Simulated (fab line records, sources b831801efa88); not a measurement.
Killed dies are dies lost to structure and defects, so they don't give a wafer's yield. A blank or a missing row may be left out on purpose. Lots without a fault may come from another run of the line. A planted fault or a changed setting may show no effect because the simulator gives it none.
Tool commonality check | flow gf180mcu | 13 lots, 39 wafers sampled

WHY IT WAS OPENED
At GF_M1_CD_MEAS_14 the reading cd_nm is flagged on 2 of 13 lots. Wafers without a fault read 230.3 nm, standard deviation 1.2.
Rule: a lot is flagged when every wafer of it that has a number lies more than 4 standard deviations from that mean, or none has a number. The other lots count as sound.

lot  | measured     | on        | cd_nm (nm), wafer by wafer | flag
L491 | day 17 00:08 | cd_sem-02 | 229.5 228.6 229.9          |
L492 | day 17 08:57 | cd_sem-01 | 231.0 231.4 231.0          |
L493 | day 17 16:37 | cd_sem-02 | 230.0 230.8 230.5          |
L496 | day 19 00:52 | cd_sem-01 | 232.0 233.7 234.2          |
L502 | day 21 07:56 | cd_sem-01 | 220.3 219.9 220.5          | FLAGGED
L503 | day 21 11:58 | cd_sem-02 | 222.1 222.3 222.6          | FLAGGED
L506 | day 22 12:42 | cd_sem-02 | 229.4 228.2 230.0          |
L507 | day 22 17:45 | cd_sem-01 | 228.9 228.6 229.9          |
L509 | day 23 15:01 | cd_sem-01 | 229.5 229.2 229.2          |
L510 | day 23 20:13 | cd_sem-02 | 231.6 231.5 231.5          |
L512 | day 24 16:33 | cd_sem-01 | 230.1 229.4 228.8          |
L511 | day 24 18:33 | cd_sem-01 | 230.5 230.0 229.5          |
L514 | day 25 03:54 | cd_sem-01 | 229.1 230.1 230.5          |
The numbers of the flagged lots are 221.3 nm on average: -9.0 nm against the usual, or -8 standard deviations.

WHICH TOOL RAN EACH LOT
The record holds 2 process steps before the reading, out of a route of 602 steps. In each cell: the tool, then ch and the chambers that the sampled wafers went through, then the start.
lot  | flag    | GF_SALICIDE_RTA_06               | GF_M1_SOFTBAKE_10
L491 |         | rtp_anneal-01 ch 0, day 15 02:01 | litho_track-02 ch 0, day 16 12:11
L492 |         | rtp_anneal-01 ch 0, day 15 12:14 | litho_track-04 ch 0, day 16 22:01
L493 |         | rtp_anneal-01 ch 0, day 15 17:33 | litho_track-04 ch 0, day 17 04:26
L496 |         | rtp_anneal-02 ch 0, day 16 22:17 | litho_track-02 ch 0, day 18 12:55
L502 | FLAGGED | rtp_anneal-01 ch 0, day 19 04:51 | litho_track-04 ch 0, day 20 20:14
L503 | FLAGGED | rtp_anneal-02 ch 0, day 19 09:47 | litho_track-04 ch 0, day 21 00:43
L506 |         | rtp_anneal-01 ch 0, day 20 11:47 | litho_track-01 ch 0, day 22 01:45
L507 |         | rtp_anneal-02 ch 0, day 20 16:36 | litho_track-01 ch 0, day 22 06:27
L509 |         | rtp_anneal-02 ch 0, day 21 14:37 | litho_track-02 ch 0, day 23 03:46
L510 |         | rtp_anneal-02 ch 0, day 21 20:16 | litho_track-01 ch 0, day 23 08:39
L512 |         | rtp_anneal-02 ch 0, day 22 17:32 | litho_track-01 ch 0, day 24 05:00
L511 |         | rtp_anneal-02 ch 0, day 22 19:41 | litho_track-01 ch 0, day 24 07:15
L514 |         | rtp_anneal-02 ch 0, day 23 05:13 | litho_track-02 ch 0, day 24 17:22
What these steps do:
- GF_SALICIDE_RTA_06: time 30 s.
- GF_M1_SOFTBAKE_10: time 60 s.
- GF_M1_CD_MEAS_14: target cd 230 nm.

FLAGGED OVER TOTAL, TOOL BY TOOL (the gauges that took the reading come last)
step               | tool           | lots run | flagged | share of the flagged lots | sound lots run after its first flagged lot
GF_SALICIDE_RTA_06 | rtp_anneal-01  | 5        | 1       | some                      | 1 (L506)
GF_SALICIDE_RTA_06 | rtp_anneal-02  | 8        | 1       | some                      | 6 (L507,L509,L510,L512,L511,L514)
GF_M1_SOFTBAKE_10  | litho_track-01 | 5        | 0       | none                      | -
GF_M1_SOFTBAKE_10  | litho_track-02 | 4        | 0       | none                      | -
GF_M1_SOFTBAKE_10  | litho_track-04 | 4        | 2       | all                       | 0
GF_M1_CD_MEAS_14   | cd_sem-01      | 8        | 1       | some                      | 5 (L507,L509,L512,L511,L514)
GF_M1_CD_MEAS_14   | cd_sem-02      | 5        | 1       | some                      | 2 (L506,L510)

WHAT THE TABLE ALLOWS
1 row of the table ran every flagged lot: litho_track-04 at GF_M1_SOFTBAKE_10.
- litho_track-04 at GF_M1_SOFTBAKE_10: 2 of its 4 lots flagged. Its last sound lot is L493 (day 17 04:26), its first flagged lot L502 (day 20 20:14): a fault that began between those two fits. Its own readings lie more than 4 standard deviations out on every wafer of the flagged lots: heater_power_total_W, plate_temp_C.
One tool is left: litho_track-04 at GF_M1_SOFTBAKE_10.

WHAT THE SIMULATOR HAD PUT IN
Process parameter drift: litho_track-04, from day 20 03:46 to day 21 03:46, at GF_M1_SOFTBAKE_10. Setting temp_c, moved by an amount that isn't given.
Lots struck among those shown: L502, L503. The rule above found the same.
